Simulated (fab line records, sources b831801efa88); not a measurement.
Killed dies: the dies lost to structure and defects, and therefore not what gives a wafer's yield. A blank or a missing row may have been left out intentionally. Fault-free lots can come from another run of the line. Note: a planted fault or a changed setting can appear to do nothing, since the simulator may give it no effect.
A struck lot beside a sound one / flow gf180mcu / 15 steps out of a route of 602
Sound: wafers L597.1, L597.4, L597.6. Struck: wafer L604.1 (left out: L604.5, L604.6 of the same lot, which were not struck); the cause appears at the end.
Per side, at each step with rows, come the tool, then ch with its chambers, and then its first start. Under that, the readings that differ: sound wafers / struck wafers / difference of the means / sigmas: that difference in standard deviations of wafers without a fault.
alike: readings whose means differ by less than 2 such deviations, and words and numbers that are the same on both sides. not compared: withheld readings, readings that some wafer has no value for, bounds like >300 that may hide the same value, and numbers for which the record gives no deviation and whose values overlap.
A row with sigmas, a row that says differs or no value, or rows on one side alone: a step with any of these is where the two part. Numbers that don't overlap but have no deviation are shown without sigmas and don't part them. A reading missing from all wafers of one side parts the sides only when that side holds two or more wafers.

first, 6 steps without rows for these wafers: GF_TOP_METAL_HMDS_08 (prime time 60 s); GF_TOP_METAL_COAT_09 (resist thk 1500 nm); GF_TOP_METAL_SOFTBAKE_10 (time 60 s); GF_TOP_METAL_EXPOSE_11 (exposes mask MetalTop, target cd 440 nm); GF_TOP_METAL_PEB_12; GF_TOP_METAL_DEVELOP_13 (develop time 60 s).
GF_TOP_METAL_CD_MEAS_14 targets a cd of 440 nm.
  sound on cd-sem-02 at day 28 19:04; struck on cd-sem-02 at day 30 20:11
  alike: cd-nm
GF_TOP_METAL_OVL_MEAS_15:
  sound on overlay-02 at day 28 19:11; struck on overlay-02 at day 30 20:19
reading=TOP_METAL_OVL (nm); sound=-3.5 -2.0 -2.8; struck=1.3; difference=+4.1; sigmas=+3
GF_TOP_METAL_METAL_ETCH_16: etches the open film in Cl2/BCl3, stops on SiO2, target depth 1197 nm, time 199.5 s.
  sound on rie-metal-02 ch 1, day 28 19:14; struck on rie-metal-03 ch 0, day 30 20:20
  alike: drypump-motor-current-A, oes-product-au, throttle-valve-pct
  not compared: rf-hours-counter-h
GF_TOP_METAL_STRIP_17: strips in O2/N2.
  sound on plasma-asher-03 ch 0, day 28 19:25; struck on plasma-asher-02 ch 1, day 30 20:44
reading=o2-flow-sccm (sccm); sound=3011 3006 3000; struck=2983; difference=-23; sigmas=-3
  alike: drypump-motor-current-A, heater-power-w, n2-flow-sccm, oes-product-au, strip-time-to-endpoint-s
  not compared: rf-hours-counter-h
then, 2 steps without rows for these wafers: GF_TOP_METAL_STRIP_18 (strips in post etch residue remover, time 1200 s); GF_TOP_METAL_CLEAN_19 (cleans in DIW).
GF_PASSIVATION_CVD_00: deposits SiO2 from TEOS, target thk 1000 nm, time 111.95 s.
  sound on pecvd-02 ch 0,1,2, day 28 19:59; struck on pecvd-02 ch 2, day 30 21:20
reading=run-length-s (s); sound=139.4 139.8 139.6; struck=149.9; difference=+10.3; sigmas=+25
reading=model.SiO2_of_PASSIVATION_CVD_00.thk-nm (nm); sound=978.3 999.9 1009; struck=1081; difference=+85; sigmas=
  alike: heater-power-w
GF_PASSIVATION_THK_MEAS_01:
  sound on film-metro-01 at day 28 20:04; struck on film-metro-01 at day 30 21:24
reading=PASSIVATION_CVD_00_THK (nm); sound=978 1000 1009; struck=1081; difference=+85; sigmas=+7
GF_PASSIVATION_CVD_02: deposits Si3N4, target thk 700 nm, time 486.18 s.
  sound on pecvd-01 ch 0,1, day 28 20:07; struck on pecvd-04 ch 2, day 30 21:28
reading=heater-power-w (W); sound=639 644 517; struck=844; difference=+244; sigmas=+2
  alike: run-length-s

== WHERE THEY PART ==
Earliest at GF_TOP_METAL_OVL_MEAS_15; latest, in this record, at GF_PASSIVATION_CVD_02.

WHY: what had been put in by the simulator
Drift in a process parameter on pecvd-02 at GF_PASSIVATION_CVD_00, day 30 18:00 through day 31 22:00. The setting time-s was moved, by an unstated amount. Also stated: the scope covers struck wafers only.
